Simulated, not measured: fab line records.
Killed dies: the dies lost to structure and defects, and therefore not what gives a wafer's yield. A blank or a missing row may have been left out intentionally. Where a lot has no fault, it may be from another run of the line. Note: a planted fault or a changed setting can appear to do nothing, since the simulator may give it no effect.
Which tool was responsible? | flow gf180mcu | Sampling: 7 lots, 21 wafers, 3 of 602 route steps

== WHAT THE GAUGES READ, wafer by wafer ==
GF_M2_RS_MEAS_05: the measuring method here is four-point-probe.
lot  | measured     | on            | M2_ALCU_RS (ohm/sq)
L209 | day 19 01:14 | film-metro-03 | 0.0675 0.0679 0.0678
L213 | day 20 13:22 | film-metro-01 | 0.0674 0.0666 0.0672
L220 | day 23 11:05 | film-metro-01 | 0.0676 0.0679 0.0677
L222 | day 23 19:44 | film-metro-03 | 0.0667 0.0665 0.0667
L226 | day 25 04:04 | film-metro-01 | 0.0678 0.0673 0.0674
L228 | day 25 18:04 | film-metro-03 | 0.0678 0.0668 0.0672
L230 | day 26 08:13 | film-metro-03 | 0.0680 0.0682 0.0678

== EACH LOT AND THE TOOL THAT RAN IT (in order: tool; ch and the chambers of the sampled wafers; start) ==
lot  | GF_HV_LDD_IMPLANT_21            | GF_M1_SPUTTER_00
L209 | implanter-01 ch 0, day 11 10:30 | pvd-sputter-02, day 16 22:25
L213 | implanter-03 ch 0, day 12 16:06 | pvd-sputter-02, day 18 09:24
L220 | implanter-03 ch 0, day 15 01:53 | pvd-sputter-02, day 21 09:02
L222 | implanter-03 ch 0, day 15 14:49 | pvd-sputter-04, day 21 17:57
L226 | implanter-04 ch 0, day 16 20:12 | pvd-sputter-04, day 23 03:46
L228 | implanter-04 ch 0, day 17 11:58 | pvd-sputter-02, day 23 19:14
L230 | implanter-04 ch 0, day 18 03:15 | pvd-sputter-01, day 24 09:59
- GF_HV_LDD_IMPLANT_21
- GF_M1_SPUTTER_00: material Ti, target thk 37.5 nm, time 150 s.

== THE ANSWER, worked out from the rows above alone ==
Rule: what is usual is taken from the lots themselves. Put in order of their means at a reading, lots are off if they are a third of the lots or fewer, leave a main group of 4 or more, and stand apart from it by a gap of 3 or more times the standard deviation of the main group's means; of several such gaps the widest counts. The tables above print the reading to a certain number of digits; a main group whose means all agree to those digits is not used. Also off: a lot with no number at a reading for which 4 or more lots have one. Any other lot the step has rows for is counted as sound.
No lot is off at any reading shown: from this, nothing can be told.

== WHAT THE SIMULATOR HAD PUT IN ==
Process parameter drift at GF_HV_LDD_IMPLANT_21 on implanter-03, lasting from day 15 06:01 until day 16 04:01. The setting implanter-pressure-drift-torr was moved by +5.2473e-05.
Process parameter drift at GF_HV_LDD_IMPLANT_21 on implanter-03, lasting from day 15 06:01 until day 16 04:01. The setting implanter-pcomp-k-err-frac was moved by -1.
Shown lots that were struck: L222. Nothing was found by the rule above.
